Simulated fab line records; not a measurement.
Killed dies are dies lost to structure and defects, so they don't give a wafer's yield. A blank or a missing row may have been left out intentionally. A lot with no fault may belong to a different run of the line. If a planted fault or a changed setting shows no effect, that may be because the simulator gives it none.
Which of the tools did it? ; flow sky130 ; 12 lots with 36 wafers sampled at 3 steps, on a route of 708 steps

== WHAT THE GAUGES SHOWED, per wafer ==
SKY_LDD_LDN_TW_MEAS_13.
lot;measured;on;LDD_LDN_TW
L626;day 22 10:25;film_metro-03;1480 1484 1488
L628;day 23 10:07;film_metro-01;1462 1467 1465
L629;day 23 13:51;film_metro-01;1463 1467 1469
L631;day 25 00:40;film_metro-03;1466 1468 1467
L632;day 25 12:37;film_metro-03;1466 1471 1462
L634;day 26 06:28;film_metro-04;1464 1461 1469
L637;day 27 10:56;film_metro-03;1560 1550 1548
L639;day 28 01:08;film_metro-01;1563 1556 1555
L644;day 29 14:18;film_metro-04;1470 1456 1462
L647;day 30 03:15;film_metro-01;1470 1460 1464
L648;day 30 05:37;film_metro-03;1457 1458 1460
L649;day 30 18:15;film_metro-04;1457 1454 1470

SKY_METAL1_OVL_MEAS_16.
lot;measured;on;METAL1_OVL (nm)
L626;day 32 09:47;overlay-01;0 -2 -5
L628;day 33 05:47;overlay-01;-6 -1 0
L629;day 33 09:05;overlay-01;-6 2 -1
L631;day 34 16:38;overlay-02;3 2 0
L632;day 34 23:11;overlay-02;0 -7 1
L634;day 35 17:30;overlay-02;6 7 5
L637;day 36 18:23;overlay-02;-1 6 9
L639;day 37 09:15;overlay-02;-1 -4 -8
L644;day 38 20:47;overlay-02;9 10 5
L647;day 39 07:35;overlay-02;-4 2 3
L648;day 39 10:59;overlay-01;-7 -8 -9
L649;day 39 21:05;overlay-02;5 -11 7

== EACH LOT AND THE TOOL THAT RAN IT (in order: tool; ch and the chambers of the sampled wafers; start) ==
lot;SKY_LDD_LDN_IMPLANT_10
L626;implanter-02 ch 0, day 22 10:01
L628;implanter-01 ch 0, day 23 09:44
L629;implanter-04 ch 0, day 23 13:27
L631;implanter-02 ch 0, day 25 00:17
L632;implanter-02 ch 0, day 25 12:14
L634;implanter-02 ch 0, day 26 06:05
L637;implanter-02 ch 0, day 27 09:56
L639;implanter-01 ch 0, day 28 00:26
L644;implanter-01 ch 0, day 29 13:54
L647;implanter-01 ch 0, day 30 02:51
L648;implanter-04 ch 0, day 30 05:13
L649;implanter-01 ch 0, day 30 17:51
- SKY_LDD_LDN_IMPLANT_10

== AS READ BY THE TOOLS THEMSELVES (means over the sampled wafers that have a number; for cases with no such wafer, the mark the record gives instead) ==
SKY_LDD_LDN_IMPLANT_10.
lot;tool;rotation_deg (degrees)
L626;implanter-02;203.01
L628;implanter-01;202.93
L629;implanter-04;202.99
L631;implanter-02;202.99
L632;implanter-02;202.98
L634;implanter-02;202.98
L637;implanter-02;202.99
L639;implanter-01;203.03
L644;implanter-01;203.01
L647;implanter-01;202.96
L648;implanter-04;203.01
L649;implanter-01;202.95

== THE ANSWER, worked out from the rows above alone ==
Rule: the lots themselves supply what counts as usual. The widest of any qualifying gaps counts: lots, ordered by their means at a reading, are off when they make up no more than a third of the lots, leave a main group of 4 or more, and stand apart from it by 3 or more times the standard deviation of that group's means. If all means in a main group match to the digits the tables above print for the reading, that group is not used. Also off: a lot with no number at a reading for which 4 or more lots have one. The other lots that the step has rows for count as sound. The gauges are gone through in route order, then the tools' own readings, and for those a lot's mean is taken as printed above. At the first step where some lot is off, the reading lying furthest off is the one used; lots without a number count as furthest.
Off: L637, L639, at SKY_LDD_LDN_TW_MEAS_13 (LDD_LDN_TW). The main group has a mean of 1466 with a standard deviation of 6.6.
A tool fits if, at a process step before that reading, it ran every lot that is off, and no sound lot after the first of them. The gauges at SKY_LDD_LDN_TW_MEAS_13 are tried like those tools. Not one of the candidates tried fits.

== WHAT HAD BEEN PUT IN BY THE SIMULATOR ==
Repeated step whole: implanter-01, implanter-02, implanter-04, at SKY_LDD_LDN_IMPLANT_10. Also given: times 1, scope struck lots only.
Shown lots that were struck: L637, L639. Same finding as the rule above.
